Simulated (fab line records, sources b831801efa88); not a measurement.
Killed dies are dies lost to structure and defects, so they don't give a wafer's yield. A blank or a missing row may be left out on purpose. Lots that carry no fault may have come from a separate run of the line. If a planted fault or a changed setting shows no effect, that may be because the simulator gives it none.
Which tool was responsible? / flow sky130 / 12 lots with 36 wafers sampled at 5 steps, on a route of 708 steps

## WHAT THE GAUGES SHOWED, per wafer
SKY_SONOS_TUNNEL_CD_MEAS_07: target cd 410 nm.
lot=L974; measured=day 10 19:56; on=cdSem-02; cdNm (nm)=412.1 409.9 410.0
lot=L975; measured=day 11 08:44; on=cdSem-01; cdNm (nm)=412.6 411.5 416.5
lot=L976; measured=day 11 18:55; on=cdSem-01; cdNm (nm)=409.0 406.7 407.4
lot=L978; measured=day 12 15:02; on=cdSem-01; cdNm (nm)=411.5 409.9 411.4
lot=L979; measured=day 12 16:34; on=cdSem-02; cdNm (nm)=409.1 410.5 407.6
lot=L980; measured=day 13 02:07; on=cdSem-01; cdNm (nm)=412.0 409.9 410.9
lot=L981; measured=day 13 14:55; on=cdSem-01; cdNm (nm)=412.9 410.7 409.2
lot=L982; measured=day 13 18:07; on=cdSem-02; cdNm (nm)=413.9 415.6 414.3
lot=L983; measured=day 14 06:10; on=cdSem-02; cdNm (nm)=409.3 409.2 410.2
lot=L984; measured=day 14 11:38; on=cdSem-01; cdNm (nm)=410.4 410.6 411.6
lot=L985; measured=day 14 23:07; on=cdSem-01; cdNm (nm)=406.0 405.4 406.3
lot=L991; measured=day 16 18:55; on=cdSem-01; cdNm (nm)=410.5 409.4 409.6

SKY_POLY_GATE_CD_MEAS_13: target cd 150 nm.
lot=L974; measured=day 15 16:59; on=cdSem-02; cdNm (nm)=149.2 149.0 151.5
lot=L975; measured=day 16 12:14; on=cdSem-01; cdNm (nm)=151.5 152.1 152.0
lot=L976; measured=day 16 20:55; on=cdSem-01; cdNm (nm)=147.8 147.8 149.2
lot=L978; measured=day 17 20:47; on=cdSem-01; cdNm (nm)=148.7 149.8 149.6
lot=L979; measured=day 17 23:31; on=cdSem-02; cdNm (nm)=150.0 149.3 148.5
lot=L980; measured=day 18 09:19; on=cdSem-01; cdNm (nm)=149.7 151.0 150.4
lot=L981; measured=day 18 20:04; on=cdSem-02; cdNm (nm)=149.2 147.5 148.4
lot=L982; measured=day 19 04:28; on=cdSem-02; cdNm (nm)=149.2 149.3 147.9
lot=L983; measured=day 19 16:07; on=cdSem-02; cdNm (nm)=152.1 149.8 149.1
lot=L984; measured=day 19 23:56; on=cdSem-01; cdNm (nm)=147.5 146.6 147.2
lot=L985; measured=day 20 11:28; on=cdSem-02; cdNm (nm)=150.1 150.3 150.6
lot=L991; measured=day 22 11:46; on=cdSem-01; cdNm (nm)=162.4 162.6 162.2

SKY_LDD_P_CD_MEAS_07: target cd 380 nm.
lot=L974; measured=day 18 09:59; on=cdSem-01; cdNm (nm)=379.5 380.2 376.3
lot=L975; measured=day 19 03:08; on=cdSem-01; cdNm (nm)=383.3 383.9 384.8
lot=L976; measured=day 19 13:30; on=cdSem-01; cdNm (nm)=381.0 380.3 380.6
lot=L978; measured=day 20 14:08; on=cdSem-01; cdNm (nm)=379.3 380.9 380.1
lot=L979; measured=day 20 15:28; on=cdSem-02; cdNm (nm)=379.5 379.4 378.5
lot=L980; measured=day 21 02:25; on=cdSem-01; cdNm (nm)=380.3 383.4 382.4
lot=L981; measured=day 21 12:31; on=cdSem-01; cdNm (nm)=382.3 382.2 377.8
lot=L982; measured=day 21 21:58; on=cdSem-02; cdNm (nm)=380.6 382.2 379.3
lot=L983; measured=day 22 11:10; on=cdSem-02; cdNm (nm)=382.7 381.2 385.4
lot=L984; measured=day 22 15:50; on=cdSem-02; cdNm (nm)=379.7 380.1 380.5
lot=L985; measured=day 23 02:37; on=cdSem-02; cdNm (nm)=375.6 375.9 375.6
lot=L991; measured=day 25 03:46; on=cdSem-01; cdNm (nm)=381.2 380.3 379.7

## EACH LOT AND THE TOOL THAT RAN IT (in order: tool; ch and the chambers of the sampled wafers; start)
lot=L974; SKY_FIELD_ISO_ETCH_14=rieDiel-04 ch 0,2,3, day 2 03:17; SKY_POLY_GATE_EXPOSE_10=krfScanner-02 ch 0, day 15 03:26
lot=L975; SKY_FIELD_ISO_ETCH_14=rieDiel-02 ch 1,2,3, day 2 10:41; SKY_POLY_GATE_EXPOSE_10=krfScanner-01 ch 0, day 15 22:14
lot=L976; SKY_FIELD_ISO_ETCH_14=rieDiel-01 ch 1,2,3, day 2 14:23; SKY_POLY_GATE_EXPOSE_10=krfScanner-02 ch 0, day 16 06:53
lot=L978; SKY_FIELD_ISO_ETCH_14=rieDiel-04 ch 2,3, day 3 01:08; SKY_POLY_GATE_EXPOSE_10=krfScanner-01 ch 0, day 17 06:04
lot=L979; SKY_FIELD_ISO_ETCH_14=rieDiel-02 ch 1,2,3, day 3 06:08; SKY_POLY_GATE_EXPOSE_10=krfScanner-02 ch 0, day 17 08:18
lot=L980; SKY_FIELD_ISO_ETCH_14=rieDiel-01 ch 0,1,2, day 3 10:14; SKY_POLY_GATE_EXPOSE_10=krfScanner-02 ch 0, day 17 18:10
lot=L981; SKY_FIELD_ISO_ETCH_14=rieDiel-01 ch 0,1,3, day 3 16:23; SKY_POLY_GATE_EXPOSE_10=krfScanner-02 ch 0, day 18 05:04
lot=L982; SKY_FIELD_ISO_ETCH_14=rieDiel-01 ch 0,1,2, day 3 22:53; SKY_POLY_GATE_EXPOSE_10=krfScanner-02 ch 0, day 18 13:16
lot=L983; SKY_FIELD_ISO_ETCH_14=rieDiel-04 ch 2,3, day 4 03:56; SKY_POLY_GATE_EXPOSE_10=krfScanner-02 ch 0, day 19 00:37
lot=L984; SKY_FIELD_ISO_ETCH_14=rieDiel-04 ch 0,2,3, day 4 07:38; SKY_POLY_GATE_EXPOSE_10=krfScanner-01 ch 0, day 19 08:58
lot=L985; SKY_FIELD_ISO_ETCH_14=rieDiel-01 ch 0,2,3, day 4 14:14; SKY_POLY_GATE_EXPOSE_10=krfScanner-02 ch 0, day 19 20:45
lot=L991; SKY_FIELD_ISO_ETCH_14=rieDiel-02 ch 0,3, day 5 21:38; SKY_POLY_GATE_EXPOSE_10=krfScanner-01 ch 0, day 21 20:54
- SKY_FIELD_ISO_ETCH_14: etches BARC in N2/H2, stops on SiO2, time 45.9 s, target depth 60 nm.
- SKY_POLY_GATE_EXPOSE_10: exposes mask P1M, target cd 150 nm.

## AS READ BY THE TOOLS THEMSELVES (means over the sampled wafers that have a number; for cases with no such wafer, the mark the record gives instead)
SKY_FIELD_ISO_ETCH_14.
lot=L974; tool=rieDiel-04; chamberPressureMTorr (mTorr)=29.986; drypumpMotorCurrentA (A)=5.8; oesProductAu (a.u.)=0.853; throttleValvePct (%)=13.219
lot=L975; tool=rieDiel-02; chamberPressureMTorr (mTorr)=30.005; drypumpMotorCurrentA (A)=5.5; oesProductAu (a.u.)=0.858; throttleValvePct (%)=13.215
lot=L976; tool=rieDiel-01; chamberPressureMTorr (mTorr)=30.010; drypumpMotorCurrentA (A)=5.6; oesProductAu (a.u.)=0.854; throttleValvePct (%)=13.223
lot=L978; tool=rieDiel-04; chamberPressureMTorr (mTorr)=29.995; drypumpMotorCurrentA (A)=6.0; oesProductAu (a.u.)=0.851; throttleValvePct (%)=13.221
lot=L979; tool=rieDiel-02; chamberPressureMTorr (mTorr)=30.000; drypumpMotorCurrentA (A)=5.5; oesProductAu (a.u.)=0.853; throttleValvePct (%)=13.223
lot=L980; tool=rieDiel-01; chamberPressureMTorr (mTorr)=30.023; drypumpMotorCurrentA (A)=5.6; oesProductAu (a.u.)=0.850; throttleValvePct (%)=13.227
lot=L981; tool=rieDiel-01; chamberPressureMTorr (mTorr)=30.006; drypumpMotorCurrentA (A)=5.8; oesProductAu (a.u.)=0.854; throttleValvePct (%)=13.227
lot=L982; tool=rieDiel-01; chamberPressureMTorr (mTorr)=30.039; drypumpMotorCurrentA (A)=5.6; oesProductAu (a.u.)=0.855; throttleValvePct (%)=13.225
lot=L983; tool=rieDiel-04; chamberPressureMTorr (mTorr)=29.981; drypumpMotorCurrentA (A)=6.0; oesProductAu (a.u.)=0.852; throttleValvePct (%)=13.216
lot=L984; tool=rieDiel-04; chamberPressureMTorr (mTorr)=30.037; drypumpMotorCurrentA (A)=5.8; oesProductAu (a.u.)=0.856; throttleValvePct (%)=13.224
lot=L985; tool=rieDiel-01; chamberPressureMTorr (mTorr)=29.999; drypumpMotorCurrentA (A)=5.7; oesProductAu (a.u.)=0.849; throttleValvePct (%)=13.221
lot=L991; tool=rieDiel-02; chamberPressureMTorr (mTorr)=30.006; drypumpMotorCurrentA (A)=6.0; oesProductAu (a.u.)=0.857; throttleValvePct (%)=13.236

SKY_POLY_GATE_EXPOSE_10.
lot=L974; tool=krfScanner-02; reticleTempC (C)=22.95
lot=L975; tool=krfScanner-01; reticleTempC (C)=23.07
lot=L976; tool=krfScanner-02; reticleTempC (C)=22.98
lot=L978; tool=krfScanner-01; reticleTempC (C)=23.03
lot=L979; tool=krfScanner-02; reticleTempC (C)=22.97
lot=L980; tool=krfScanner-02; reticleTempC (C)=22.99
lot=L981; tool=krfScanner-02; reticleTempC (C)=22.86
lot=L982; tool=krfScanner-02; reticleTempC (C)=22.94
lot=L983; tool=krfScanner-02; reticleTempC (C)=22.89
lot=L984; tool=krfScanner-01; reticleTempC (C)=22.85
lot=L985; tool=krfScanner-02; reticleTempC (C)=22.99
lot=L991; tool=krfScanner-01; reticleTempC (C)=23.05

## THE ANSWER, worked out from the rows above alone
Rule: what is usual is taken from the lots themselves. The widest of any qualifying gaps counts: lots, ordered by their means at a reading, are off when they make up no more than a third of the lots, leave a main group of 4 or more, and stand apart from it by 3 or more times the standard deviation of that group's means. If all means in a main group match to the digits the tables above print for the reading, that group is not used. A lot without any number at a reading at which 4 lots or more have one is off too. Any other lot the step has rows for is counted as sound. After the gauges, taken in route order, come the tools' own readings; for these a lot's mean is taken, as printed above. At the first step where some lot is off, the reading lying furthest off is the one used; lots without a number count as furthest.
Off: L991 (SKY_POLY_GATE_CD_MEAS_13, cdNm). The main group: mean 149.5 nm, standard deviation 1.2.
If a tool, at a process step before that reading, ran all the lots that are off and no sound lot after the first of them, it fits. The gauges at SKY_POLY_GATE_CD_MEAS_13 are tried like those tools. Can't be told from this: 3 tools fit, rieDiel-02 at SKY_FIELD_ISO_ETCH_14, krfScanner-01 at SKY_POLY_GATE_EXPOSE_10, cdSem-01 at SKY_POLY_GATE_CD_MEAS_13.

## WHAT THE SIMULATOR PUT IN
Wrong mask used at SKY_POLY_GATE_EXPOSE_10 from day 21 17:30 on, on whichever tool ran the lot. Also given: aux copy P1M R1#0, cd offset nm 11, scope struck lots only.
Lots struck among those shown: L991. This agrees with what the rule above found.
